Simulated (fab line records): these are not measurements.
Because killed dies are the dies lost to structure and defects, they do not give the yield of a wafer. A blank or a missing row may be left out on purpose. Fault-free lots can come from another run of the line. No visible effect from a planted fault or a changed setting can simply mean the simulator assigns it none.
fab line records    flow sky130
[record] lots = 15  wafers = 45  last_day = 50
route steps=708 shown SPACER@304 PAD_OPEN@708
lots with no fault: from the same line, run without faults
start_h: hours from the record's first day to the start of the lot's first wafer shown    wait_h: how many hours have passed since the lot's step before this one    " same as the row above    L1.1+2: a row that stands for several wafers    - no value, or no start given    * or withheld: withheld    < > ~ a bound
route shown NAME@n: NAME is a module with steps in the file, n the number in the route of the first one    usual: the fault-free wafers' mean and standard deviation    same: alike in all rows    chamber/n: place in a boat    sites: per-site readings    _std_site: standard deviation across them    _edge_site: the outer-site mean with the inner-site mean subtracted    radius_mm: for every site, how far away it sits from the centre of the wafer    mask NAME#n: copy n    behind: the last tool/chamber to shape the wafer    hold: cause of the lot's hold/its duration in hours/its outcome    device: whichever transistor did not switch (one of n, p or np)    end of line: tests of these same wafers at the route's end    a step with no rows: only its recipe    killed: dies lost to structure and defects at the first sort, not the wafer's yield    map: a wafer's dies, x killed, . not, _ none there
set.NAME: the setting the step ran with; set.NAME@STEP: the setting that earlier step ran with    model.NAME: the simulator's own value behind a step, which no gauge read
route steps across a sampled set of lots; one table per step, one row per wafer
services: when a tool's chamber went out of use (start_h, in hours from the record's first day, below 0 if earlier), for how many hours, and the reason
[[steps]]
[step SKY_SPACER_CVD_00]
[recipe] material = Si3N4  precursor = DCS/NH3  target_thk_nm = 43.1  temp_c = 770  time_s = 740  pressure_mtorr = 250
lot.wafer   tool      chamber  start_h  wait_h
L160.3+4+5  lpcvd-02  1        517.18   0.0
L161.1+4+6  lpcvd-02  1        531.57   0.0
L162.1+4+5  lpcvd-02  1        542.04   0.0
L163.1+3+6  lpcvd-02  0        555.42   1.0
L164.3+4+6  lpcvd-02  0        566.90   2.2
L165.2+3+4  lpcvd-02  0        573.17   0.0
L172.1+2+4  lpcvd-02  1        632.78   0.0
L174.2+4+6  lpcvd-02  1        652.76   1.6
L175.2+4+5  lpcvd-02  0        656.01   1.0
L176.3+5+6  lpcvd-02  0        660.97   0.0
L177.1+3+4  lpcvd-02  1        677.44   0.0
L180.1+2+3  lpcvd-02  1        702.02   0.0
L181.4+5+6  lpcvd-02  0        706.71   0.2
L182.3+4+5  lpcvd-02  1        710.03   0.0
L183.1+2+6  lpcvd-02  0        719.38   0.0
[step SKY_PAD_OPEN_PROBE_99]
[usual] killed_at_M0_to_M3 = 43/6.7  killed_at_M4_up = 3.2/1.8  killed_at_contacts = 24/4.8  killed_at_front_end = 16/4.2  killed_at_other = 0.3/0.56  killed_dies = 86/8.5  killed_on_rim = 17/3.9  killed_open = 47/6.7  killed_short = 39/6
[same] gross_dies = 492  killed_at_back_side = 0
lot.wafer  tool       chamber  start_h  wait_h  killed_at_M0_to_M3  killed_at_M4_up  killed_at_contacts  killed_at_front_end  killed_at_other  killed_dies  killed_on_rim  killed_open  killed_short
L160.3     prober-01  -        1065.82  0.2     39                  7                32                  13                   0                91           20             48           43
L160.4     prober-01  -        1065.87  0.2     45                  3                18                  22                   0                88           16             51           37
L160.5     prober-01  -        1065.92  0.2     33                  2                32                  10                   0                77           15             39           36
L161.1     prober-02  -        1075.77  0.1     35                  0                25                  21                   0                81           17             42           39
L161.4     prober-02  -        1075.92  0.2     38                  7                27                  18                   0                90           19             45           45
L161.6     prober-02  -        1076.02  0.2     48                  2                17                  16                   1                84           17             39           45
L162.1     prober-01  -        1084.06  0.1     37                  4                24                  22                   0                87           12             51           34
L162.4     prober-01  -        1084.21  0.2     53                  6                18                  18                   0                95           21             49           44
L162.5     prober-01  -        1084.26  0.2     44                  3                29                  16                   1                93           24             51           40
L163.1     prober-02  -        1090.83  0.1     34                  4                19                  51                   0                108          27             45           31
L163.3     prober-02  -        1090.93  0.2     37                  5                19                  42                   0                103          27             44           32
L163.6     prober-02  -        1091.08  0.2     50                  1                19                  47                   0                117          25             53           34
L164.3     prober-01  -        1099.54  0.2     42                  1                13                  48                   1                105          28             38           37
L164.4     prober-01  -        1099.59  0.2     41                  2                23                  43                   0                109          30             47           34
L164.6     prober-01  -        1099.69  0.2     47                  4                16                  44                   1                112          23             43           41
L165.2     prober-02  -        1106.62  0.1     36                  1                23                  45                   0                105          27             40           33
L165.3     prober-02  -        1106.67  0.2     39                  4                25                  42                   0                110          32             46           36
L165.4     prober-02  -        1106.72  0.2     41                  3                27                  42                   0                113          29             42           44
L172.1     prober-01  -        1144.96  0.1     38                  2                40                  18                   0                98           17             53           45
L172.2     prober-01  -        1145.01  0.1     44                  2                23                  20                   0                89           19             52           37
L172.4     prober-01  -        1145.11  0.2     25                  2                23                  15                   0                65           9              35           30
L174.2     prober-01  -        1159.11  0.1     49                  3                13                  16                   1                82           14             42           40
L174.4     prober-01  -        1159.21  0.2     37                  5                21                  16                   1                80           14             32           48
L174.6     prober-01  -        1159.31  0.2     31                  4                19                  19                   1                74           13             37           36
L175.2     prober-02  -        1160.56  0.1     52                  2                19                  10                   0                83           28             46           37
L175.4     prober-02  -        1160.66  0.2     45                  1                26                  13                   0                85           14             42           43
L175.5     prober-02  -        1160.71  0.2     45                  6                28                  14                   0                93           21             52           41
L176.3     prober-01  -        1163.80  0.2     44                  2                21                  14                   0                81           18             47           34
L176.5     prober-01  -        1163.90  0.2     48                  3                29                  17                   0                97           24             57           40
L176.6     prober-01  -        1163.95  0.2     38                  2                19                  14                   0                73           16             35           38
L177.1     prober-02  -        1172.82  0.1     36                  6                22                  17                   2                83           11             44           39
L177.3     prober-02  -        1172.92  0.2     32                  1                24                  20                   0                77           16             39           37
L177.4     prober-02  -        1172.97  0.2     31                  2                28                  15                   1                77           13             42           35
L180.1     prober-01  -        1190.91  0.1     38                  3                27                  18                   0                86           16             44           41
L180.2     prober-01  -        1190.96  0.1     44                  3                24                  19                   1                91           20             46           44
L180.3     prober-01  -        1191.01  0.2     44                  3                13                  18                   0                78           19             42           34
L181.4     prober-02  -        1193.07  0.2     42                  4                14                  18                   1                79           11             43           36
L181.5     prober-02  -        1193.12  0.2     46                  6                29                  10                   0                91           17             59           32
L181.6     prober-02  -        1193.17  0.2     47                  1                20                  12                   0                80           19             37           43
L182.3     prober-01  -        1193.96  0.2     50                  3                25                  9                    0                87           19             41           46
L182.4     prober-01  -        1194.01  0.2     46                  3                19                  13                   0                81           12             33           48
L182.5     prober-01  -        1194.06  0.2     35                  4                28                  10                   0                77           19             49           28
L183.1     prober-02  -        1197.83  0.1     41                  1                31                  20                   0                93           19             46           47
L183.2     prober-02  -        1197.88  0.1     44                  2                23                  15                   0                84           13             44           39
L183.6     prober-02  -        1198.08  0.2     46                  3                21                  10                   1                81           18             47           33
// killed by level:class
L160.3 VIA1:geometric_particle:open=12 CONTACT:geometric_particle:open=10 CONTACT:geometric_particle:short=7 VIA3:geometric_particle:open=7 FIELD_ISO:geometric_particle:short=6 LI_CONTACT:geometric_particle:short=6 LI_CONTACT:geometric_particle:open=6 METAL2:geometric_particle:short=4
L160.4 CONTACT:geometric_particle:open=9 VIA3:geometric_particle:open=9 VIA2:geometric_particle:open=9 VIA1:geometric_particle:open=8 FIELD_ISO:geometric_particle:short=5 SPACER:geometric_particle:short=4 LI_CONTACT:geometric_particle:open=4 VIA1:geometric_particle:short=4
L160.5 LI_CONTACT:geometric_particle:open=13 CONTACT:geometric_particle:open=7 LOCAL_INTERCONNECT:geometric_particle:short=7 VIA3:geometric_particle:open=6 VIA3:geometric_particle:short=6 METAL1:geometric_particle:short=5 VIA1:geometric_particle:open=5 CONTACT:geometric_particle:short=4
L161.1 FIELD_ISO:geometric_particle:open=10 VIA1:geometric_particle:open=9 CONTACT:geometric_particle:short=8 METAL2:geometric_particle:short=8 LI_CONTACT:geometric_particle:open=6 LOCAL_INTERCONNECT:geometric_particle:short=5 FIELD_ISO:geometric_particle:short=4 VIA3:geometric_particle:open=4
L161.4 CONTACT:geometric_particle:open=10 LI_CONTACT:geometric_particle:open=8 VIA1:geometric_particle:open=8 POLY_GATE:geometric_particle:short=7 VIA2:geometric_particle:open=5 LOCAL_INTERCONNECT:geometric_particle:short=5 METAL1:geometric_particle:short=5 METAL2:geometric_particle:short=5
L161.6 VIA2:geometric_particle:open=9 VIA1:geometric_particle:open=8 VIA3:geometric_particle:short=7 CONTACT:geometric_particle:short=6 VIA3:geometric_particle:open=6 POLY_GATE:geometric_particle:short=5 LI_CONTACT:geometric_particle:open=5 METAL1:geometric_particle:short=5
L162.1 CONTACT:geometric_particle:open=9 VIA1:geometric_particle:open=8 VIA2:geometric_particle:open=8 FIELD_ISO:geometric_particle:open=6 FIELD_ISO:geometric_particle:short=6 LI_CONTACT:geometric_particle:open=5 CONTACT:geometric_particle:short=5 METAL2:geometric_particle:short=5
L162.4 VIA2:geometric_particle:open=11 POLY_GATE:geometric_particle:open=8 VIA1:geometric_particle:open=8 CONTACT:geometric_particle:open=7 METAL3:geometric_particle:short=6 POLY_GATE:geometric_particle:short=5 CONTACT:geometric_particle:short=5 METAL1:geometric_particle:short=5
L162.5 VIA1:geometric_particle:open=14 CONTACT:geometric_particle:open=10 METAL2:geometric_particle:short=8 LI_CONTACT:geometric_particle:open=7 CONTACT:geometric_particle:short=7 POLY_GATE:geometric_particle:open=6 VIA2:geometric_particle:open=6 VIA3:geometric_particle:open=6
L163.1 SPACER:unspecified=31 CONTACT:geometric_particle:open=10 FIELD_ISO:geometric_particle:short=8 VIA3:geometric_particle:open=8 VIA2:geometric_particle:open=7 VIA1:geometric_particle:open=6 METAL1:geometric_particle:short=5 FIELD_ISO:geometric_particle:open=4
L163.3 SPACER:unspecified=27 VIA1:geometric_particle:open=10 FIELD_ISO:geometric_particle:short=7 LI_CONTACT:geometric_particle:open=7 VIA3:geometric_particle:open=7 CONTACT:geometric_particle:open=6 METAL2:geometric_particle:short=6 CONTACT:geometric_particle:short=5
L163.6 SPACER:unspecified=30 VIA1:geometric_particle:open=10 VIA3:geometric_particle:open=10 CONTACT:geometric_particle:open=8 VIA2:geometric_particle:open=8 VIA2:geometric_particle:short=5 FIELD_ISO:geometric_particle:short=4 LI_CONTACT:geometric_particle:open=4
L164.3 SPACER:unspecified=30 VIA1:geometric_particle:open=12 FIELD_ISO:geometric_particle:short=6 VIA1:geometric_particle:short=6 FIELD_ISO:geometric_particle:open=5 CONTACT:geometric_particle:open=4 VIA3:geometric_particle:short=4 VIA2:geometric_particle:open=4
L164.4 SPACER:unspecified=28 LI_CONTACT:geometric_particle:open=12 CONTACT:geometric_particle:open=8 VIA1:geometric_particle:open=8 METAL2:geometric_particle:short=5 METAL1:geometric_particle:short=5 VIA3:geometric_particle:open=5 VIA1:geometric_particle:short=5
L164.6 SPACER:unspecified=28 VIA1:geometric_particle:open=11 METAL1:geometric_particle:short=8 FIELD_ISO:geometric_particle:short=6 CONTACT:geometric_particle:open=6 METAL2:geometric_particle:short=6 VIA2:geometric_particle:open=6 METAL2:geometric_particle:open=4
L165.2 SPACER:unspecified=32 VIA1:geometric_particle:open=10 CONTACT:geometric_particle:open=9 LI_CONTACT:geometric_particle:open=8 VIA1:geometric_particle:short=6 METAL1:geometric_particle:short=5 VIA2:geometric_particle:short=5 POLY_GATE:geometric_particle:open=4
L165.3 SPACER:unspecified=27 LI_CONTACT:geometric_particle:open=7 CONTACT:geometric_particle:open=7 FIELD_ISO:geometric_particle:open=6 VIA3:geometric_particle:open=6 VIA1:geometric_particle:open=5 VIA2:geometric_particle:open=5 LI_CONTACT:geometric_particle:short=4
L165.4 SPACER:unspecified=27 CONTACT:geometric_particle:open=11 CONTACT:geometric_particle:short=8 POLY_GATE:geometric_particle:short=7 VIA1:geometric_particle:open=7 METAL2:geometric_particle:short=7 VIA2:geometric_particle:open=5 VIA3:geometric_particle:open=5
L172.1 CONTACT:geometric_particle:open=17 CONTACT:geometric_particle:short=8 VIA3:geometric_particle:open=8 VIA1:geometric_particle:short=6 FIELD_ISO:geometric_particle:open=5 LOCAL_INTERCONNECT:geometric_particle:open=5 VIA2:geometric_particle:open=5 FIELD_ISO:geometric_particle:short=4
L172.2 LI_CONTACT:geometric_particle:open=8 VIA1:geometric_particle:open=7 VIA2:geometric_particle:open=7 CONTACT:geometric_particle:open=6 METAL1:geometric_particle:short=6 VIA3:geometric_particle:open=6 FIELD_ISO:geometric_particle:open=5 FIELD_ISO:geometric_particle:short=5
L172.4 CONTACT:geometric_particle:open=10 POLY_GATE:geometric_particle:short=6 FIELD_ISO:geometric_particle:open=5 LI_CONTACT:geometric_particle:open=4 VIA3:geometric_particle:short=4 FIELD_ISO:geometric_particle:short=3 CONTACT:geometric_particle:short=3 VIA1:geometric_particle:open=3
L174.2 VIA1:geometric_particle:open=14 POLY_GATE:geometric_particle:short=6 VIA2:geometric_particle:open=6 METAL2:geometric_particle:short=6 VIA3:geometric_particle:short=6 FIELD_ISO:geometric_particle:open=4 CONTACT:geometric_particle:open=4 METAL1:geometric_particle:short=4
L174.4 METAL2:geometric_particle:short=8 LOCAL_INTERCONNECT:geometric_particle:short=6 FIELD_ISO:geometric_particle:short=5 LI_CONTACT:geometric_particle:short=5 VIA2:geometric_particle:open=5 CONTACT:geometric_particle:open=5 METAL1:geometric_particle:short=4 VIA1:geometric_particle:open=4
L174.6 CONTACT:geometric_particle:open=8 METAL1:geometric_particle:short=8 POLY_GATE:geometric_particle:open=6 VIA1:geometric_particle:open=6 METAL2:geometric_particle:short=5 LI_CONTACT:geometric_particle:short=4 VIA2:geometric_particle:open=4 POLY_GATE:geometric_particle:short=3
L175.2 VIA1:geometric_particle:open=14 VIA2:geometric_particle:open=7 METAL3:geometric_particle:short=7 LI_CONTACT:geometric_particle:open=6 VIA3:geometric_particle:open=6 METAL2:geometric_particle:short=5 FIELD_ISO:geometric_particle:open=4 CONTACT:geometric_particle:open=4
L175.4 LI_CONTACT:geometric_particle:open=9 CONTACT:geometric_particle:open=7 METAL1:geometric_particle:short=7 POLY_GATE:geometric_particle:open=6 LOCAL_INTERCONNECT:geometric_particle:short=6 VIA1:geometric_particle:short=6 VIA3:geometric_particle:open=5 METAL2:geometric_particle:short=5
L175.5 METAL2:geometric_particle:short=14 LI_CONTACT:geometric_particle:open=11 CONTACT:geometric_particle:open=9 VIA1:geometric_particle:open=8 FIELD_ISO:geometric_particle:short=6 VIA2:geometric_particle:open=6 VIA3:geometric_particle:open=6 VIA1:geometric_particle:short=5
L176.3 VIA1:geometric_particle:open=9 CONTACT:geometric_particle:open=7 VIA1:geometric_particle:short=7 VIA2:geometric_particle:open=7 LI_CONTACT:geometric_particle:open=6 VIA2:geometric_particle:short=5 VIA3:geometric_particle:open=5 FIELD_ISO:geometric_particle:open=4
L176.5 CONTACT:geometric_particle:open=14 VIA1:geometric_particle:open=13 VIA2:geometric_particle:open=8 CONTACT:geometric_particle:short=6 VIA3:geometric_particle:open=6 FIELD_ISO:geometric_particle:short=5 POLY_GATE:geometric_particle:open=4 LOCAL_INTERCONNECT:geometric_particle:short=4
L176.6 VIA1:geometric_particle:open=9 CONTACT:geometric_particle:short=8 VIA2:geometric_particle:open=6 FIELD_ISO:geometric_particle:open=4 LI_CONTACT:geometric_particle:open=4 CONTACT:geometric_particle:open=4 METAL2:geometric_particle:short=4 VIA2:geometric_particle:short=4
L177.1 CONTACT:geometric_particle:open=8 LI_CONTACT:geometric_particle:open=7 VIA1:geometric_particle:open=7 METAL2:geometric_particle:short=7 VIA3:geometric_particle:open=6 POLY_GATE:geometric_particle:open=5 CONTACT:geometric_particle:short=4 METAL1:geometric_particle:short=4
L177.3 VIA1:geometric_particle:open=10 LI_CONTACT:geometric_particle:open=8 FIELD_ISO:geometric_particle:short=6 CONTACT:geometric_particle:open=6 CONTACT:geometric_particle:short=5 VIA3:geometric_particle:short=5 FIELD_ISO:geometric_particle:open=4 METAL1:geometric_particle:short=4
L177.4 CONTACT:geometric_particle:open=11 LI_CONTACT:geometric_particle:open=8 VIA3:geometric_particle:open=6 FIELD_ISO:geometric_particle:short=5 VIA2:geometric_particle:open=5 FIELD_ISO:geometric_particle:open=4 VIA3:geometric_particle:short=4 VIA1:geometric_particle:open=4
L180.1 VIA1:geometric_particle:open=12 LI_CONTACT:geometric_particle:open=7 CONTACT:geometric_particle:open=7 LI_CONTACT:geometric_particle:short=6 VIA3:geometric_particle:open=6 CONTACT:geometric_particle:short=5 VIA2:geometric_particle:short=5 FIELD_ISO:geometric_particle:open=4
L180.2 VIA1:geometric_particle:open=13 CONTACT:geometric_particle:open=10 POLY_GATE:geometric_particle:short=8 METAL1:geometric_particle:short=7 FIELD_ISO:geometric_particle:short=5 LI_CONTACT:geometric_particle:open=5 CONTACT:geometric_particle:short=4 VIA1:geometric_particle:short=4
L180.3 VIA1:geometric_particle:open=13 VIA3:geometric_particle:short=6 FIELD_ISO:geometric_particle:open=5 LI_CONTACT:geometric_particle:open=5 METAL3:geometric_particle:short=5 METAL1:geometric_particle:short=5 CONTACT:geometric_particle:open=4 POLY_GATE:geometric_particle:short=3
L181.4 VIA1:geometric_particle:open=9 VIA3:geometric_particle:open=9 VIA2:geometric_particle:open=7 FIELD_ISO:geometric_particle:open=6 LI_CONTACT:geometric_particle:open=6 FIELD_ISO:geometric_particle:short=5 METAL1:geometric_particle:short=4 VIA1:geometric_particle:short=4
L181.5 VIA1:geometric_particle:open=18 LI_CONTACT:geometric_particle:open=13 CONTACT:geometric_particle:open=9 VIA3:geometric_particle:open=6 METAL4:geometric_particle:short=6 METAL2:geometric_particle:short=6 VIA1:geometric_particle:short=5 VIA2:geometric_particle:open=5
L181.6 VIA1:geometric_particle:open=9 LI_CONTACT:geometric_particle:open=7 VIA1:geometric_particle:short=7 VIA2:geometric_particle:open=7 LI_CONTACT:geometric_particle:short=6 METAL1:geometric_particle:short=6 VIA3:geometric_particle:open=6 POLY_GATE:geometric_particle:short=5
L182.3 VIA1:geometric_particle:open=14 METAL1:geometric_particle:short=8 CONTACT:geometric_particle:short=7 CONTACT:geometric_particle:open=6 VIA1:geometric_particle:short=6 METAL2:geometric_particle:short=5 VIA2:geometric_particle:open=5 LI_CONTACT:geometric_particle:short=4
L182.4 METAL1:geometric_particle:short=11 LI_CONTACT:geometric_particle:open=6 LOCAL_INTERCONNECT:geometric_particle:short=6 VIA1:geometric_particle:open=5 METAL2:geometric_particle:short=5 VIA3:geometric_particle:open=5 FIELD_ISO:geometric_particle:short=4 POLY_GATE:geometric_particle:short=4
L182.5 VIA1:geometric_particle:open=15 CONTACT:geometric_particle:open=11 LI_CONTACT:geometric_particle:open=8 VIA1:geometric_particle:short=5 VIA3:geometric_particle:open=4 CONTACT:geometric_particle:short=3 LI_CONTACT:geometric_particle:short=3 METAL1:geometric_particle:short=3
L183.1 CONTACT:geometric_particle:open=11 POLY_GATE:geometric_particle:short=9 VIA1:geometric_particle:open=7 LI_CONTACT:geometric_particle:short=6 CONTACT:geometric_particle:short=6 VIA3:geometric_particle:open=6 METAL1:geometric_particle:short=5 LI_CONTACT:geometric_particle:open=4
L183.2 METAL1:geometric_particle:short=8 VIA1:geometric_particle:open=7 VIA3:geometric_particle:open=7 FIELD_ISO:geometric_particle:open=6 POLY_GATE:geometric_particle:open=6 CONTACT:geometric_particle:open=6 VIA1:geometric_particle:short=6 LI_CONTACT:geometric_particle:open=4
L183.6 VIA1:geometric_particle:open=11 CONTACT:geometric_particle:open=10 VIA2:geometric_particle:open=9 VIA3:geometric_particle:open=7 METAL1:geometric_particle:short=6 METAL2:geometric_particle:short=5 POLY_GATE:geometric_particle:short=4 LI_CONTACT:geometric_particle:open=3
[[services]]
tool      chamber  start_h  hours  kind
lpcvd-02  -        609.68   0.3    repair
[[key]]
[first_sign] step = SKY_PAD_OPEN_PROBE_99  reading = killed_at_front_end  direction = up  sigmas = 7  usual = 16  struck = 45
[effect] step = SKY_PAD_OPEN_PROBE_99  reading = killed_dies  direction = up  sigmas = 2.7  usual = 86  struck = 109
met_at SKY_SPACER_CVD_00
struck_lots L163,L164,L165
tester_left_out L163,L164,L165
onset_between 542.04 555.42
[fault] kind = chamber_particle_source  tool = lpcvd-02  chamber = -  onset_h = 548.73  steps = SKY_SPACER_CVD_00  rate_per_visit_cm2 = 0.99846  end_h = 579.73
// tester_left_out: of these lots the tester's yield and bins aren't shown, on N5 and GAA mostly nor the transistor test; their killed dies are dies lost to structure and defects alone, not to doping, threshold or leakage, so they don't give the yield
